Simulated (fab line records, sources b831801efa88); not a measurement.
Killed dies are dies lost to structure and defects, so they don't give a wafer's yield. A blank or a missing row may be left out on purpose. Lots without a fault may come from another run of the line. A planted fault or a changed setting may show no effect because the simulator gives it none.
Chamber matching | flow sky130 | SKY_FIELD_ISO_ETCH_15 on rie_diel-02: 4 sister chambers
The step etches the open film in CHF3/O2, stops on Si, target depth 180 nm, time 72 s. 8 wafers are shown with their chamber, then 12 later ones without.

WAFERS WITH THEIR CHAMBER
wafer  | chamber | drypump_motor_current_A (A) | oes_product_au (a.u.)
L087.1 | 1       | 5.9                         | 0.948
L087.3 | 2       | 5.5                         | 0.941
L087.4 | 0       | 5.3                         | 0.949
L087.5 | 3       | 5.2                         | 0.943
L087.6 | 0       | 5.3                         | 0.946
L088.1 | 1       | 5.9                         | 0.943
L088.2 | 2       | 5.6                         | 0.942
L088.3 | 3       | 5.2                         | 0.932

WAFERS WITHOUT THEIR CHAMBER
wafer  | drypump_motor_current_A (A) | oes_product_au (a.u.)
L088.4 | 5.3                         | 0.939
L088.5 | 5.5                         | 0.950
L088.6 | 5.9                         | 0.940
L093.2 | 5.4                         | 0.938
L093.3 | 5.2                         | 0.934
L093.5 | 5.3                         | 0.936
L094.1 | 5.9                         | 0.953
L094.2 | 5.3                         | 0.953
L094.3 | 5.5                         | 0.952
L094.4 | 5.2                         | 0.945
L094.5 | 5.2                         | 0.949
L094.6 | 5.3                         | 0.942

WHICH CHAMBER EACH WENT THROUGH
wafer  | from the rows above     | in truth
L088.4 | can't be placed: 0 or 3 | 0
L088.5 | 2                       | 2
L088.6 | 1                       | 1
L093.2 | can't be placed: 0 or 2 | 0
L093.3 | 3                       | 3
L093.5 | can't be placed: 0 or 3 | 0
L094.1 | 1                       | 1
L094.2 | 0                       | 0
L094.3 | 2                       | 2
L094.4 | can't be placed: 3 or 0 | 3
L094.5 | can't be placed: 3 or 0 | 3
L094.6 | can't be placed: 0 or 3 | 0
Placed correctly: 6 of 12. Can't be placed from these rows: 6 (the true chamber is among the candidates in 6). Placed wrongly: 0.
How it was worked out, from the rows above alone: a wafer's distance from a chamber is the root of the sum, over the readings, of the square of ((its reading less the chamber's mean) divided by the reading's scatter). The wafer belongs to the nearest chamber; if the next one is less than 2 further off, it can't be placed. A chamber's mean is the mean of its shown wafers. The scatter: the root of (the sum of the squares of (reading less its chamber's mean) over the shown wafers, divided by (wafers less chambers)).
